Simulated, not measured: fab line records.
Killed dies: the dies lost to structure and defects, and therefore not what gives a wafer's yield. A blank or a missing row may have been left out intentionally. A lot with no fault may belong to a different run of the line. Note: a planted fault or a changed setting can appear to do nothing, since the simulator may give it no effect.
Which tool is to blame? | flow sky130 | 7 lots, 21 wafers sampled, at 3 steps of a route of 708

WHAT THE GAUGES READ, wafer by wafer
SKY_LI_CONTACT_THK_MEAS_23: measures by xrf.
lot  | measured     | on            | LI_CONTACT_W_THK (nm)
L265 | day 30 19:38 | film_metro-01 | 380 385 386
L269 | day 32 02:56 | film_metro-02 | 379 377 380
L271 | day 33 00:59 | film_metro-04 | 374 379 377
L274 | day 34 05:06 | film_metro-04 | 383 389 375
L281 | day 35 18:41 | film_metro-01 | 379 381 387
L284 | day 37 04:10 | film_metro-02 | 389 378 376
L286 | day 37 15:25 | film_metro-04 | 384 380 378

WHICH TOOL RAN EACH LOT (tool, then ch and the chambers of the sampled wafers, then the start)
lot  | SKY_LI_CONTACT_SPUTTER_19    | SKY_LI_CONTACT_SPUTTER_20
L265 | pvd_sputter-01, day 30 19:15 | pvd_sputter-01, day 30 19:20
L269 | pvd_sputter-01, day 32 02:32 | pvd_sputter-01, day 32 02:37
L271 | pvd_sputter-01, day 33 00:35 | pvd_sputter-01, day 33 00:40
L274 | pvd_sputter-02, day 34 04:43 | pvd_sputter-02, day 34 04:48
L281 | pvd_sputter-02, day 35 18:16 | pvd_sputter-02, day 35 18:21
L284 | pvd_sputter-02, day 37 03:47 | pvd_sputter-02, day 37 03:51
L286 | pvd_sputter-03, day 37 15:02 | pvd_sputter-03, day 37 15:06
- SKY_LI_CONTACT_SPUTTER_19: material Ti, target thk 20 nm, time 106.37 s.
- SKY_LI_CONTACT_SPUTTER_20: material TiN, target thk 20 nm, time 78.32 s.

THE ANSWER, worked out from the rows above alone
Rule: the lots themselves supply what counts as usual. The widest of any qualifying gaps counts: lots, ordered by their means at a reading, are off when they make up no more than a third of the lots, leave a main group of 4 or more, and stand apart from it by 3 or more times the standard deviation of that group's means. The tables above print the reading to a certain number of digits; a main group whose means all agree to those digits is not used. A lot without any number at a reading at which 4 lots or more have one is off too. The other lots that the step has rows for count as sound.
Nothing can be told from this: no lot is off at any reading shown.

WHAT THE SIMULATOR PUT IN
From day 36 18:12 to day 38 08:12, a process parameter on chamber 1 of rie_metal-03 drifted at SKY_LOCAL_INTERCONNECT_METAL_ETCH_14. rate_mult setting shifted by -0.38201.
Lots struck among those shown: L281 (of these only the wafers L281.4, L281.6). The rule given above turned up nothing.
